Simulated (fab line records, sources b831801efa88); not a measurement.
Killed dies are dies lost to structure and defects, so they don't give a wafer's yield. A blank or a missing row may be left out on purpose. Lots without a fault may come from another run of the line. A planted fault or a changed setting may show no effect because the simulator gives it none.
Which tool did it? | flow sfq_line | 14 lots, 42 wafers sampled, at 2 steps of a route of 325

WHAT THE GAUGES READ, wafer by wafer
SFQ_M4_RS_MEAS_924: measures by four-point-probe. Usual: M4_NB_RS 0.890 ohm/sq, standard deviation 0.01.
lot  | measured     | on            | M4_NB_RS (ohm/sq) | flag
L370 | day 32 11:00 | film_metro-02 | 0.879 0.875 0.875 |
L373 | day 33 15:34 | film_metro-03 | 0.890 0.919 0.902 |
L375 | day 34 12:59 | film_metro-03 | 0.889 0.891 0.891 |
L376 | day 34 23:20 | film_metro-01 | 0.899 0.900 0.894 |
L377 | day 35 11:23 | film_metro-03 | 0.893 0.895 0.893 |
L378 | day 35 23:22 | film_metro-03 | 0.888 0.903 0.897 |
L381 | day 37 01:04 | film_metro-03 | 0.891 0.893 0.901 |
L383 | day 37 09:29 | film_metro-03 | 0.883 0.894 0.900 |
L384 | day 37 17:52 | film_metro-03 | 0.900 0.868 0.877 |
L385 | day 38 10:31 | film_metro-03 | 0.887 0.878 0.887 |
L386 | day 38 22:28 | film_metro-03 | 0.603 0.604 0.881 | OFF
L387 | day 39 02:40 | film_metro-03 | 0.895 0.885 0.901 |
L388 | day 39 11:40 | film_metro-03 | 0.605 0.887 0.874 | OFF
L390 | day 40 13:37 | film_metro-01 | 0.874 0.881 0.898 |

WHICH TOOL RAN EACH LOT (tool, then ch and the chambers of the sampled wafers, then the start)
lot  | SFQ_TRILAYER_M4_DEP_SPUTTER_091
L370 | pvd_sputter-05, day 32 10:55
L373 | pvd_sputter-04, day 33 15:28
L375 | pvd_sputter-06, day 34 12:52
L376 | pvd_sputter-06, day 34 23:14
L377 | pvd_sputter-06, day 35 11:14
L378 | pvd_sputter-05, day 35 23:14
L381 | pvd_sputter-05, day 37 00:58
L383 | pvd_sputter-04, day 37 09:22
L384 | pvd_sputter-04, day 37 17:46
L385 | pvd_sputter-06, day 38 10:23
L386 | pvd_sputter-06, day 38 22:22
L387 | pvd_sputter-05, day 39 02:34
L388 | pvd_sputter-06, day 39 11:34
L390 | pvd_sputter-05, day 40 13:31
- SFQ_TRILAYER_M4_DEP_SPUTTER_091: material Nb, target thk 200 nm, time 133.3 s.

WHAT THE TOOLS THEMSELVES READ (means of the sampled wafers that have a number; where no wafer has one, the mark that the record gives instead)
SFQ_TRILAYER_M4_DEP_SPUTTER_091. Usual: base_pressure_pa 1.34e-06 Pa, standard deviation 8.7e-08; substrate_temp_c 19.99 C, standard deviation 0.11; throttle_valve_pct 29.7 %, standard deviation 0.64.
lot  | tool           | base_pressure_pa (Pa) | substrate_temp_c (C) | throttle_valve_pct (%) | flag
L370 | pvd_sputter-05 | 1.33e-06              | 20.02                | 29.6                   |
L373 | pvd_sputter-04 | 1.38e-06              | 19.99                | 29.5                   |
L375 | pvd_sputter-06 | 1.39e-06              | 19.92                | 29.1                   |
L376 | pvd_sputter-06 | 1.34e-06              | 19.98                | 29.7                   |
L377 | pvd_sputter-06 | 1.36e-06              | 20.10                | 29.7                   |
L378 | pvd_sputter-05 | 1.37e-06              | 19.98                | 30.1                   |
L381 | pvd_sputter-05 | 1.35e-06              | 19.97                | 29.9                   |
L383 | pvd_sputter-04 | 1.36e-06              | 20.03                | 29.8                   |
L384 | pvd_sputter-04 | 1.36e-06              | 20.05                | 29.5                   |
L385 | pvd_sputter-06 | 1.33e-06              | 19.99                | 29.2                   |
L386 | pvd_sputter-06 | 1.37e-06              | 20.07                | 28.7                   |
L387 | pvd_sputter-05 | 1.34e-06              | 20.08                | 29.9                   |
L388 | pvd_sputter-06 | 1.32e-06              | 20.03                | 29.6                   |
L390 | pvd_sputter-05 | 1.37e-06              | 19.97                | 29.8                   |

THE ANSWER, worked out from the rows above alone
Rule: a lot is off if the mean of its wafers that have a number lies more than 3 standard deviations from the usual mean. A lot without any number at a reading at which 4 lots or more have one is off too. The other lots that the step has rows for count as sound. The gauges are gone through in route order, then the tools' own readings, and for those a lot's mean is taken as printed above. The first step at which some lot is off is used, and at that step the reading that is off furthest; a lot without a number counts as furthest.
Off: L386, L388, at SFQ_M4_RS_MEAS_924 (M4_NB_RS).
A tool fits if, at a process step before that reading, it ran every lot that is off, and no sound lot after the first of them. The gauges at SFQ_M4_RS_MEAS_924 are tried like those tools. One fits: pvd_sputter-06 at SFQ_TRILAYER_M4_DEP_SPUTTER_091. Its last sound lot is L385 (day 38 10:23), its first lot that is off L386 (day 38 22:22): a fault that began between those two fits.

WHAT THE SIMULATOR HAD PUT IN
Process parameter drift: pvd_sputter-06, from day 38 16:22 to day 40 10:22, at SFQ_TRILAYER_M4_DEP_SPUTTER_091. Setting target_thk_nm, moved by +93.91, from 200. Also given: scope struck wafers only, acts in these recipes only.
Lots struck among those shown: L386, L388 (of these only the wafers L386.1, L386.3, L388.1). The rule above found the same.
